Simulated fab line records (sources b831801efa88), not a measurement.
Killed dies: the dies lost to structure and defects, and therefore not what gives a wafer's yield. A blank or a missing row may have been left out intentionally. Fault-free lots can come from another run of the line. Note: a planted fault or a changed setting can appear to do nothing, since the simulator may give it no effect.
fab line records | flow sky130 | part 2 of 2: steps 33 to 40 of 40
record: lots: 5 | wafers: 15 | lastDay: 49
route steps=708 shown METAL4@598 CAP2M@603
lots untouched by any fault: they come from a run of this same line in which no faults occurred
startH: the number of hours between the record's first day and the start of the first shown wafer of the lot | waitH: how many hours have passed since the lot's step before this one | " identical to the entry in the row above | L1.1+2: several wafers, shown together as one row | - either no value or no given start | * or withheld: withheld | < > ~ a bound
route shown NAME@n: a module of which the file shows steps, and the number in the route of the first | usual: mean and standard deviation over wafers with no fault | same: alike in all rows | chamber/n: place in a boat | sites: per-site readings | _std_site: standard deviation across them | _edge_site: the outer-site mean with the inner-site mean subtracted | radiusMm: how far each site lies from the wafer's centre | mask NAME#n: copy n | behind: the last tool/chamber to shape the wafer | hold: why the lot went on hold/how many hours it stayed there/how the hold came to an end | device: the n, p or np transistor that did not switch | end of line: the tests these same wafers got at the end of their route | a step with no rows: only its recipe | killed: not the wafer's yield, but the dies lost to structure and defects at the first sort | map: per-die view of a wafer (x killed, . not killed, _ where there is no die)
set.NAME: the setting that was run; set.NAME@STEP: the one run at that earlier step | model.NAME: the simulator's own value behind a step, which no gauge read
certain route steps with their lots: each step a table, each wafer a row
services: a tool's chamber out of use, with start hour (startH, from the record's first day; less than 0 if before it), hours out, and reason
== steps ==
step: SKY_METAL4_OVL_MEAS_14
usual: METAL4_OVL: 0/4.6
lot.wafer | tool       | chamber | startH  | waitH | METAL4_OVL[nm]
L075.1    | overlay-01 | -       | 988.98  | 0.1   | 6
L075.2    | "          | -       | "       | "     | 7
L075.3    | "          | -       | "       | "     | 2
L076.3    | overlay-01 | -       | 989.70  | 0.1   | 1
L076.4    | "          | -       | "       | "     | -4
L076.6    | "          | -       | "       | "     | -7
L077.1    | overlay-01 | -       | 1002.88 | 0.1   | 2
L077.2    | "          | -       | "       | "     | 2
L077.3    | "          | -       | "       | "     | -6
L080.2    | overlay-01 | -       | 1029.81 | 0.1   | -3
L080.3    | "          | -       | "       | "     | 2
L080.6    | "          | -       | "       | "     | -4
L090.1    | overlay-01 | -       | 1093.04 | 0.1   | -5
L090.5    | "          | -       | "       | "     | -2
L090.6    | "          | -       | "       | "     | 2
step: SKY_METAL4_DESCUM_15
recipe: chemistry: O2 | sourcePowerW: 150 | biasPowerW: 0 | pressureMtorr: 10 | tempC: 40 | timeS: 8
usual: drypumpMotorCurrentA: 5.9/0.31 | oesProductAu: 1.006/0.0083
lot.wafer | tool        | chamber | startH  | waitH | drypumpMotorCurrentA | oesProductAu | rfHoursCounterH
L075.1    | rieMetal-01 | 0       | 989.02  | 0.0   | 6.0                  | 0.998        | 20
L075.2    | "           | 1       | "       | "     | 5.5                  | 1.012        | 9
L075.3    | "           | 1       | "       | "     | 5.5                  | 1.001        | -
L076.3    | rieMetal-03 | 1       | 989.73  | 0.0   | 5.9                  | 1.014        | -
L076.4    | "           | 0       | "       | "     | 6.2                  | 1.018        | -
L076.6    | "           | 0       | "       | "     | 6.3                  | 1.018        | -
L077.1    | rieMetal-02 | 0       | 1002.92 | 0.0   | 6.3                  | 1.003        | 20
L077.2    | "           | 1       | "       | "     | 5.7                  | 1.010        | 14
L077.3    | "           | 0       | "       | "     | 6.3                  | 1.001        | -
L080.2    | rieMetal-02 | 0       | 1029.84 | 0.0   | 6.3                  | 1.009        | 21
L080.3    | "           | 1       | "       | "     | 5.7                  | 1.007        | -
L080.6    | "           | 0       | "       | "     | 6.3                  | 0.996        | -
L090.1    | rieMetal-01 | 0       | 1093.07 | 0.0   | 6.0                  | 0.990        | 2
L090.5    | "           | 0       | "       | "     | 6.0                  | 0.990        | -
L090.6    | "           | 1       | "       | "     | 5.5                  | 0.991        | -
step: SKY_METAL4_ETCH_16
recipe: chemistry: N2/H2 | target: BARC | ionEnergyEv: 200 | biasW: 100 | pressureMtorr: 30 | n2FlowSccm: 100 | h2FlowSccm: 200 | icpW: 500 | stopOn: SiO2 | timeS: 88.2 | targetDepthA: 600
usual: drypumpMotorCurrentA: 5.9/0.31 | oesProductAu: 0.627/0.0049 | throttleValvePct: 13.205/0.0095
lot.wafer | tool        | chamber | startH  | waitH | drypumpMotorCurrentA | oesProductAu | rfHoursCounterH | throttleValvePct
L075.1    | rieMetal-01 | 0       | 989.05  | 0.0   | 6.0                  | 0.624        | 21              | 13.203
L075.2    | "           | 1       | "       | "     | 5.5                  | 0.621        | 9               | 13.216
L075.3    | "           | 1       | "       | "     | 5.5                  | 0.627        | -               | 13.200
L076.3    | rieMetal-03 | 1       | 989.79  | 0.0   | 6.0                  | 0.629        | -               | 13.194
L076.4    | "           | 0       | "       | "     | 6.3                  | 0.631        | -               | 13.208
L076.6    | "           | 0       | "       | "     | 6.3                  | 0.631        | -               | 13.222
L077.1    | rieMetal-02 | 0       | 1002.95 | 0.0   | 6.3                  | 0.634        | 20              | 13.200
L077.2    | "           | 1       | "       | "     | 5.7                  | 0.634        | 14              | 13.213
L077.3    | "           | 0       | "       | "     | 6.3                  | 0.629        | -               | 13.206
L080.2    | rieMetal-02 | 0       | 1029.87 | 0.0   | 6.3                  | 0.630        | 21              | 13.213
L080.3    | "           | 1       | "       | "     | 5.7                  | 0.622        | -               | 13.208
L080.6    | "           | 0       | "       | "     | 6.3                  | 0.620        | -               | 13.205
L090.1    | rieMetal-01 | 0       | 1093.10 | 0.0   | 6.0                  | 0.623        | 2               | 13.210
L090.5    | "           | 0       | "       | "     | 6.0                  | 0.621        | -               | 13.209
L090.6    | "           | 1       | "       | "     | 5.5                  | 0.634        | -               | 13.191
step: SKY_METAL4_ETCH_17
recipe: target: SiO2 | stopOn: TiN | chemistry: C4F8/O2/Ar | sourceW: 1500 | biasW: 1200 | pressureMtorr: 40 | c4f8FlowSccm: withheld | O2_flow_sccm: 6 | Ar_flow_sccm: 300 | timeS: 3.78 | targetDepthA: 150
usual: oesProductAu: 0.769/0.0072
lot.wafer | tool       | chamber | startH  | waitH | oesProductAu | rfHoursCounterH
L075.1    | rieDiel-02 | 1       | 989.15  | 0.1   | 0.765        | 3
L075.2    | "          | 2       | "       | "     | 0.769        | 14
L075.3    | "          | 0       | "       | "     | 0.767        | 15
L076.3    | rieDiel-01 | 0       | 989.85  | 0.0   | 0.768        | 10
L076.4    | "          | 2       | "       | "     | 0.760        | 1
L076.6    | "          | 2       | "       | "     | 0.764        | -
L077.1    | rieDiel-04 | 0       | 1003.05 | 0.1   | 0.763        | 13
L077.2    | "          | 1       | "       | "     | 0.767        | 15
L077.3    | "          | 3       | "       | "     | 0.762        | 5
L080.2    | rieDiel-02 | 0       | 1029.97 | 0.1   | 0.767        | 16
L080.3    | "          | 1       | "       | "     | 0.757        | 4
L080.6    | "          | 0       | "       | "     | 0.780        | -
L090.1    | rieDiel-04 | 3       | 1093.20 | 0.1   | 0.769        | 8
L090.5    | "          | 2       | "       | "     | 0.768        | -
L090.6    | "          | 1       | "       | "     | 0.773        | -
step: SKY_METAL4_METAL_ETCH_18
recipe: targetDepthA: 8450 | stopOn: SiO2 | overEtchFrac: 0.3 | timeS: 183.1 | chemistry: Cl2/BCl3 | resistSidewallDeg: 88 | pressureMtorr: 10 | icpW: 900 | biasW: 48.5 | Cl2_flow_sccm: 60 | bcl3FlowSccm: 30
usual: drypumpMotorCurrentA: 5.9/0.32 | oesProductAu: 0.865/0.0054 | throttleValvePct: 22.262/0.008
lot.wafer | tool        | chamber | startH  | waitH | drypumpMotorCurrentA | oesProductAu | rfHoursCounterH | throttleValvePct
L075.1    | rieMetal-02 | 1       | 989.17  | 0.0   | 5.7                  | 0.860        | 13              | 22.263
L075.2    | "           | 0       | "       | "     | 6.3                  | 0.867        | 19              | 22.271
L075.3    | "           | 0       | "       | "     | 6.3                  | 0.865        | -               | 22.258
L076.3    | rieMetal-02 | 0       | 989.93  | 0.1   | 6.3                  | 0.861        | -               | 22.273
L076.4    | "           | 1       | "       | "     | 5.7                  | 0.861        | -               | 22.249
L076.6    | "           | 0       | "       | "     | 6.4                  | 0.866        | -               | 22.261
L077.1    | rieMetal-03 | 1       | 1003.07 | 0.0   | 5.9                  | 0.867        | 18              | 22.260
L077.2    | "           | 0       | "       | "     | 6.3                  | 0.875        | 10              | 22.255
L077.3    | "           | 1       | "       | "     | 6.0                  | 0.865        | -               | 22.259
L080.2    | rieMetal-03 | 0       | 1029.99 | 0.0   | 6.3                  | 0.869        | 11              | 22.264
L080.3    | "           | 0       | "       | "     | 6.3                  | 0.873        | -               | 22.285
L080.6    | "           | 0       | "       | "     | 6.2                  | 0.864        | -               | 22.270
L090.1    | rieMetal-03 | 0       | 1093.22 | 0.0   | 6.3                  | 0.859        | 16              | 22.266
L090.5    | "           | 1       | "       | "     | 5.9                  | 0.865        | -               | 22.265
L090.6    | "           | 0       | "       | "     | 6.3                  | 0.867        | -               | 22.251
step: SKY_METAL4_STRIP_19
recipe: chemistry: O2/N2 | powerW: 1400 | pressureMtorr: 1500 | platenTempC: withheld | o2FlowSccm: 3000 | n2FlowSccm: 300 | overashFraction: 0.5
usual: drypumpMotorCurrentA: 5.7/0.49 | oesProductAu: 0.500/0.0052 | stripTimeToEndpointS: 6.47/0.051
lot.wafer | tool           | chamber | startH  | waitH | drypumpMotorCurrentA | oesProductAu | rfHoursCounterH | stripTimeToEndpointS
L075.1    | plasmaAsher-03 | 0       | 989.35  | 0.1   | 5.5                  | 0.500        | 24              | 6.46
L075.2    | "              | 1       | "       | "     | 6.4                  | 0.494        | 24              | 6.44
L075.3    | "              | 1       | "       | "     | 6.4                  | 0.495        | -               | 6.45
L076.3    | plasmaAsher-03 | 1       | 990.08  | 0.1   | 6.4                  | 0.495        | -               | 6.41
L076.4    | "              | 0       | "       | "     | 5.4                  | 0.508        | -               | 6.48
L076.6    | "              | 0       | "       | "     | 5.4                  | 0.491        | -               | 6.47
L077.1    | plasmaAsher-04 | 1       | 1003.25 | 0.1   | 5.6                  | 0.501        | 88              | 6.53
L077.2    | "              | 0       | "       | "     | 5.1                  | 0.507        | 88              | 6.48
L077.3    | "              | 1       | "       | "     | 5.6                  | 0.503        | -               | 6.58
L080.2    | plasmaAsher-04 | 1       | 1030.17 | 0.1   | 5.6                  | 0.502        | 91              | 6.41
L080.3    | "              | 0       | "       | "     | 5.1                  | 0.490        | -               | 6.46
L080.6    | "              | 1       | "       | "     | 5.6                  | 0.498        | -               | 6.37
L090.1    | plasmaAsher-04 | 1       | 1093.40 | 0.1   | 5.6                  | 0.501        | 98              | 6.47
L090.5    | "              | 0       | "       | "     | 5.1                  | 0.497        | -               | 6.54
L090.6    | "              | 1       | "       | "     | 5.6                  | 0.493        | -               | 6.45
step: SKY_METAL4_STRIP_20
recipe: chemistry: postEtchResidueRemover | timeS: 1200 | tempC: 72.5
lot.wafer  | tool        | chamber | startH  | waitH
L075.1+2+3 | wetBench-04 | 2       | 989.45  | 0.1
L076.3+4+6 | wetBench-03 | 3       | 990.15  | 0.0
L077.1+2+3 | wetBench-01 | 0       | 1003.35 | 0.1
L080.2+3+6 | wetBench-04 | 1       | 1030.27 | 0.1
L090.1+5+6 | wetBench-01 | 3       | 1093.50 | 0.1
step: SKY_METAL4_CLEAN_21
recipe: chemistry: IPA | timeS: 180 | tempC: 25
lot.wafer  | tool        | chamber | startH  | waitH
L075.1+2+3 | wetBench-03 | 0       | 989.82  | 0.0
L076.3+4+6 | wetBench-03 | 3       | 990.49  | 0.0
L077.1+2+3 | wetBench-03 | 1       | 1003.69 | 0.0
L080.2+3+6 | wetBench-01 | 3       | 1030.64 | 0.0
L090.1+5+6 | wetBench-04 | 3       | 1093.84 | 0.0
== services ==
tool            | chamber | startH  | hours | kind
pvdSputter-04   | -       | 916.67  | 18.9  | repair
pvdSputter-03   | -       | 917.11  | 9.1   | repair
krfScanner-01   | -       | 942.74  | 1.0   | pm
krfScanner-01   | -       | 947.09  | 1.3   | pm
rieMetal-03     | -       | 958.82  | 1.4   | repair
ilineStepper-02 | -       | 967.68  | 20.1  | repair
krfScanner-01   | -       | 971.44  | 0.8   | pm
pvdSputter-04   | -       | 977.28  | 4.2   | repair
pvdSputter-04   | -       | 983.30  | 3.3   | repair
wetBench-03     | -       | 993.02  | 1.6   | repair
ilineStepper-02 | -       | 1005.71 | 1.7   | pm
wetBench-02     | -       | 1012.15 | 4.4   | pm
rieMetal-03     | -       | 1013.87 | 2.8   | pm
wetBench-04     | -       | 1016.22 | 1.6   | repair
rieMetal-03     | -       | 1017.03 | 0.9   | repair
pecvd-04        | -       | 1027.35 | 2.8   | pm
krfScanner-01   | -       | 1034.57 | 4.0   | pm
pvdSputter-01   | -       | 1037.47 | 0.7   | repair
rieMetal-02     | -       | 1048.91 | 0.2   | repair
pvdSputter-02   | -       | 1055.21 | 8.0   | repair
rieMetal-03     | 0       | 1056.01 | 1.1   | repair
pecvd-04        | 2       | 1065.12 | 3.1   | repair
rieMetal-01     | 0       | 1067.85 | 6.4   | repair
pvdSputter-04   | -       | 1085.88 | 4.8   | repair
